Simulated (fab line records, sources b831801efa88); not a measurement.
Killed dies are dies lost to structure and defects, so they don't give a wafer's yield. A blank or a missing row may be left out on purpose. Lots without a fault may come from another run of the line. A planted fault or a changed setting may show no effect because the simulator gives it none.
fab line records | flow gf180mcu
record lots=14 wafers=42 last_day=34
route steps=602 shown MIM@510 M5@537 V5@543
lots that met no fault: from a run of the same line without faults
start_h: hours from the record's first day to the start of the lot's first wafer shown | wait_h: hours since the lot's step before | " the same as in the row above | L1.1+2: a row that stands for several wafers | - no value, or no start given | * or withheld: withheld | < > ~ a bound
route shown NAME@n: a module of which the file shows steps, and the number in the route of the first | usual: mean/standard deviation of fault-free wafers | same: alike in all rows | chamber/n: place in a boat | sites: the reading at each site | _std_site: their standard deviation | _edge_site: outer sites' mean less inner sites' | radius_mm: how far each site lies from the wafer's centre | mask NAME#n: copy n | behind: the tool/chamber that last shaped the wafer | hold: why the lot was held/for how many hours/how that ended | device: the transistor (n, p or np) that didn't switch | end of line: the same wafers' tests at the end of the route | a step without rows: its recipe alone | killed: dies lost to structure and defects at the first sort, not the wafer's yield | map: a wafer's dies, x killed, . not, _ none there
set.NAME: the setting as run; set.NAME@STEP: as run at that earlier step | model.NAME: the simulator's own value behind a step, which no gauge read
steps of the route over a sample of lots; a table a step, a row a wafer
services: from which hour (start_h, from the record's first day; less than 0 if before it) a tool's chamber was out of use, for how many hours, and why
## steps
# step GF_MIM_SPUTTER_07
# recipe material=TiN target_thk_nm=60 power_w=6500 time_s=50 chamber_pressure_pa=0.4
# usual throttle_valve_pct=30.0/1.1
# columns lot.wafer tool chamber start_h wait_h throttle_valve_pct
L926.1 pvd_sputter-03 - 568.62 0.1 29.9
L926.3 " - " " 31.3
L926.5 " - " " 29.9
L927.2 pvd_sputter-02 - 578.28 0.0 29.8
L927.4 " - " " 30.3
L927.5 " - " " 30.6
L931.1 pvd_sputter-02 - 603.40 0.1 30.4
L931.3 " - " " 30.3
L931.4 " - " " 31.4
L930.1 pvd_sputter-04 - 603.42 0.1 30.8
L930.4 " - " " 28.4
L930.6 " - " " 31.2
L934.3 pvd_sputter-02 - 631.54 0.0 30.2
L934.4 " - " " 31.6
L934.5 " - " " 30.0
L935.2 pvd_sputter-02 - 634.75 0.0 30.4
L935.5 " - " " 30.0
L935.6 " - " " 31.2
L937.2 pvd_sputter-03 - 650.49 0.0 29.8
L937.4 " - " " 28.3
L937.6 " - " " 28.8
L941.1 pvd_sputter-03 - 674.68 0.1 29.1
L941.3 " - " " 28.3
L941.4 " - " " 30.1
L942.2 pvd_sputter-02 - 686.48 0.0 31.4
L942.4 " - " " 30.0
L942.5 " - " " 30.5
L943.3 pvd_sputter-02 - 690.48 0.0 30.2
L943.4 " - " " 30.2
L943.6 " - " " 30.4
L945.4 pvd_sputter-03 - 705.24 0.0 29.8
L945.5 " - " " 28.7
L945.6 " - " " 31.1
L946.1 pvd_sputter-03 - 711.78 0.1 29.0
L946.2 " - " " 31.1
L946.5 " - " " 28.6
L947.3 pvd_sputter-02 - 715.22 0.0 30.5
L947.5 " - " " 30.0
L947.6 " - " " 31.2
L948.2 pvd_sputter-04 - 726.41 0.0 28.4
L948.3 " - " " 30.8
L948.4 " - " " 31.0
# step GF_M5_STRIP_11
# recipe chemistry=O2/N2 power_w=1400 pressure_mtorr=1500 platen_temp_c=250 o2_flow_sccm=3000 n2_flow_sccm=300 overash_fraction=0.5
# usual chamber_pressure_mTorr=1499.8/1.4 drypump_motor_current_A=5.6/0.43 heater_power_w=310/34 oes_product_au=0.523/0.0051 strip_time_to_endpoint_s=7.04/0.056
# columns lot.wafer tool chamber start_h wait_h chamber_pressure_mTorr drypump_motor_current_A heater_power_w oes_product_au rf_hours_counter_h strip_time_to_endpoint_s
L926.1 plasma_asher-04 1 611.85 0.1 1500.0 6.4 280 0.526 101 6.99
L926.3 " 1 " " 1499.3 6.4 276 0.525 - 6.98
L926.5 " 0 " " 1498.5 5.3 361 0.520 - 6.99
L927.2 plasma_asher-04 1 620.70 0.1 1500.7 6.3 286 0.532 102 6.99
L927.4 " 0 " " 1497.8 5.3 368 0.519 - 6.94
L927.5 " 1 " " 1498.1 6.4 275 0.522 - 6.99
L931.1 plasma_asher-02 0 644.15 0.1 1499.7 5.7 272 0.522 49 6.99
L931.3 " 1 " " 1500.7 5.7 322 0.517 - 6.94
L931.4 " 0 " " 1495.8 5.7 276 0.532 - 7.09
L930.1 plasma_asher-03 1 644.85 0.1 1499.5 5.3 332 0.516 87 7.06
L930.4 " 1 " " 1500.8 5.3 335 0.519 - 7.11
L930.6 " 1 " " 1500.2 5.3 328 0.526 - 7.10
L934.3 plasma_asher-03 0 671.13 0.1 1499.9 4.8 280 0.532 - 7.08
L934.4 " 1 " " 1499.4 5.3 323 0.521 - 7.04
L934.5 " 0 " " 1499.1 4.7 280 0.522 - 7.05
L935.2 plasma_asher-02 0 675.10 0.1 1498.7 5.7 280 0.521 52 7.04
L935.5 " 0 " " 1500.2 5.7 281 0.522 - 7.03
L935.6 " 1 " " 1497.2 5.7 320 0.520 - 7.11
L937.2 plasma_asher-04 1 690.28 0.1 1500.4 6.4 284 0.522 109 6.94
L937.4 " 0 " " 1498.6 5.3 364 0.516 - 6.97
L937.6 " 1 " " 1499.5 6.3 280 0.521 - 6.95
L941.1 plasma_asher-02 0 712.33 0.1 1499.7 5.7 280 0.521 55 7.06
L941.3 " 0 " " 1502.8 5.7 283 0.532 - 7.05
L941.4 " 1 " " 1500.2 5.6 322 0.526 - 7.04
L942.2 plasma_asher-04 1 723.20 0.1 1500.0 6.3 273 0.526 112 7.00
L942.4 " 1 " " 1500.1 6.3 283 0.523 - 7.02
L942.5 " 1 " " 1498.8 6.3 284 0.515 - 7.06
L943.3 plasma_asher-02 0 727.83 0.1 1500.3 5.7 281 0.523 - 7.01
L943.4 " 1 " " 1501.4 5.7 329 0.525 - 7.08
L943.6 " 1 " " 1501.7 5.7 315 0.521 - 7.04
L945.4 plasma_asher-02 1 741.06 0.1 1501.6 5.7 325 0.517 - 6.95
L945.5 " 1 " " 1499.7 5.7 316 0.523 - 6.99
L945.6 " 0 " " 1500.2 5.7 278 0.510 - 6.92
L946.1 plasma_asher-02 1 746.65 0.1 1499.5 5.6 319 0.526 60 7.05
L946.2 " 0 " " 1500.5 5.7 275 0.521 60 7.09
L946.5 " 0 " " 1501.6 5.7 281 0.518 - 7.05
L947.3 plasma_asher-02 1 749.93 0.1 1501.1 5.7 325 0.525 - 7.09
L947.5 " 0 " " 1500.5 5.7 279 0.526 - 7.09
L947.6 " 1 " " 1499.9 5.7 320 0.522 - 7.06
L948.2 plasma_asher-04 1 760.45 0.1 1500.2 6.4 293 0.526 2 7.12
L948.3 " 1 " " 1500.1 6.3 285 0.526 - 7.10
L948.4 " 0 " " 1499.0 5.3 387 0.520 - 7.09
# step GF_V5_THK_MEAS_03
# recipe reads=SiO2_of_V5_CVD_02
# usual V5_CVD_02_THK=1450/19
# columns lot.wafer tool chamber start_h wait_h V5_CVD_02_THK[nm]
L926.1 film_metro-02 - 613.03 0.1 1418
L926.3 " - " " 1422
L926.5 " - " " 1463
L927.2 film_metro-02 - 621.80 0.1 1433
L927.4 " - " " 1465
L927.5 " - " " 1486
L931.1 film_metro-01 - 644.89 0.1 1433
L931.3 " - " " 1420
L931.4 " - " " 1452
L930.1 film_metro-02 - 645.60 0.1 1442
L930.4 " - " " 1441
L930.6 " - " " 1493
L934.3 film_metro-02 - 671.89 0.1 1445
L934.4 " - " " 1449
L934.5 " - " " 1475
L935.2 film_metro-01 - 675.86 0.1 1419
L935.5 " - " " 1465
L935.6 " - " " 1437
L937.2 film_metro-02 - 691.47 0.1 1444
L937.4 " - " " 1457
L937.6 " - " " 1478
L941.1 film_metro-01 - 713.09 0.1 1454
L941.3 " - " " 1450
L941.4 " - " " 1481
L942.2 film_metro-04 - 724.02 0.1 1442
L942.4 " - " " 1446
L942.5 " - " " 1450
L943.3 film_metro-04 - 728.59 0.1 1436
L943.4 " - " " 1457
L943.6 " - " " 1483
L945.4 film_metro-01 - 741.80 0.0 1473
L945.5 " - " " 1458
L945.6 " - " " 1459
L946.1 film_metro-04 - 747.40 0.1 1438
L946.2 " - " " 1421
L946.5 " - " " 1456
L947.3 film_metro-01 - 750.67 0.1 1450
L947.5 " - " " 1479
L947.6 " - " " 1467
L948.2 film_metro-02 - 761.21 0.1 1419
L948.3 " - " " 1409
L948.4 " - " " 1449
# step GF_V5_EXPOSE_11
# recipe mask_id=Via5 target_cd_nm=260 na=0.68 source_shape=conventional sigma_outer=0.6 dose_mj=38
# usual exposure_dose_mJ_cm2=37.93/0.043 focus_offset_nm=-0.1/0.69 sigma_outer=0.6/0
# columns lot.wafer tool chamber start_h wait_h mask exposure_dose_mJ_cm2 focus_offset_nm sigma_outer
L926.1 krf_scanner-01 0 623.84 - Via5#0 37.83 -0.4 0.6
L926.3 " 0 " " Via5#0 37.94 0.4 0.6
L926.5 " 0 " " Via5#0 37.91 -1.4 0.6
L927.2 krf_scanner-02 0 632.54 - Via5#0 37.97 -1.2 0.6
L927.4 " 0 " " Via5#0 37.90 -1.2 0.6
L927.5 " 0 " " Via5#0 37.97 -0.7 0.6
L931.1 krf_scanner-02 0 655.24 - Via5#0 37.95 0.2 0.6
L931.3 " 0 " " Via5#0 37.97 0.8 0.6
L931.4 " 0 " " Via5#0 37.95 1.0 0.6
L930.1 krf_scanner-02 0 656.38 - Via5#0 37.96 0.5 0.6
L930.4 " 0 " " Via5#0 37.96 0.3 0.6
L930.6 " 0 " " Via5#0 37.93 -0.2 0.6
L934.3 krf_scanner-01 - 682.27 - Via5#0 - - -
L934.4 " - " " Via5#0 - - -
L934.5 " - " " Via5#0 - - -
L935.2 krf_scanner-01 - 685.81 - Via5#0 - - -
L935.5 " - " " Via5#0 - - -
L935.6 " - " " Via5#0 - - -
L937.2 krf_scanner-01 0 701.49 - Via5#0 37.88 -0.7 0.6
L937.4 " 0 " " Via5#0 37.90 -0.6 0.6
L937.6 " 0 " " Via5#0 37.92 0.2 0.6
L941.1 krf_scanner-02 0 723.13 - Via5#0 38.00 0.0 0.6
L941.3 " 0 " " Via5#0 37.96 0.9 0.6
L941.4 " 0 " " Via5#0 37.97 -0.4 0.6
L942.2 krf_scanner-01 0 733.25 - Via5#0 37.94 0.8 0.6
L942.4 " 0 " " Via5#0 37.92 -0.5 0.6
L942.5 " 0 " " Via5#0 37.86 -0.2 0.6
L943.3 krf_scanner-01 0 737.33 - Via5#0 37.85 -0.3 0.6
L943.4 " 0 " " Via5#0 37.88 -0.6 0.6
L943.6 " 0 " " Via5#0 37.90 0.4 0.6
L945.4 krf_scanner-02 0 750.40 - Via5#0 38.00 -0.4 0.6
L945.5 " 0 " " Via5#0 37.99 0.2 0.6
L945.6 " 0 " " Via5#0 37.97 0.1 0.6
L946.1 krf_scanner-02 0 756.04 - Via5#0 37.97 0.4 0.6
L946.2 " 0 " " Via5#0 37.97 1.0 0.6
L946.5 " 0 " " Via5#0 37.96 1.1 0.6
L947.3 krf_scanner-01 0 760.20 - Via5#0 37.99 -1.7 0.6
L947.5 " 0 " " Via5#0 37.96 -0.6 0.6
L947.6 " 0 " " Via5#0 37.93 -1.0 0.6
L948.2 krf_scanner-01 0 769.76 - Via5#0 37.87 -0.3 0.6
L948.3 " 0 " " Via5#0 37.86 -0.2 0.6
L948.4 " 0 " " Via5#0 37.83 -0.2 0.6
## services
# columns tool chamber start_h hours kind
plasma_asher-02 - 549.13 1.0 repair
krf_scanner-02 - 552.52 1.0 pm
pvd_sputter-02 - 569.46 2.6 repair
krf_scanner-02 0 580.26 - calibration
krf_scanner-01 - 586.73 0.8 pm
plasma_asher-02 - 587.54 15.8 pm
krf_scanner-01 - 631.61 1.0 pm
krf_scanner-01 - 633.39 2.5 repair
krf_scanner-02 - 635.88 0.8 pm
krf_scanner-01 - 645.42 1.3 pm
plasma_asher-04 - 645.68 13.1 repair
plasma_asher-02 - 646.23 7.5 repair
plasma_asher-04 - 657.25 1.2 repair
krf_scanner-01 0 659.41 - calibration
krf_scanner-02 - 674.75 1.3 pm
plasma_asher-03 - 688.16 1.3 repair
krf_scanner-02 - 695.06 5.1 repair
krf_scanner-02 - 700.17 3.6 pm
plasma_asher-03 - 715.79 100.3 repair
krf_scanner-02 - 721.52 1.0 pm
plasma_asher-04 - 733.75 9.0 pm
plasma_asher-04 0 733.75 9.0 vent_cycle
krf_scanner-02 0 750.77 - calibration
krf_scanner-01 - 755.53 0.8 pm
## key
first_sign step=GF_V5_EXPOSE_11 reading=tool_record direction=missing
effect none on later readings
met_at GF_V5_EXPOSE_11
struck_lots L934,L935
later_rows_left_out L934.3,L934.4,L934.5,L935.2,L935.5,L935.6
sort_left_out L934.3,L934.4,L934.5,L935.2,L935.5,L935.6
not_acting_at GF_MIM_SPUTTER_07,GF_M5_STRIP_11,GF_V5_THK_MEAS_03
onset_between 623.84 682.27
fault kind=skipped_step_whole tool=krf_scanner-01 chamber=- onset_h=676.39 steps=GF_V5_EXPOSE_11 scope=struck_lots_only
# sort_left_out: the simulated sort isn't trusted on such a fault, so these wafers' sort isn't shown, and their yield isn't known
# later_rows_left_out: the simulator's readings of these wafers behind a module that went badly wrong aren't trusted and aren't shown, but for the sort
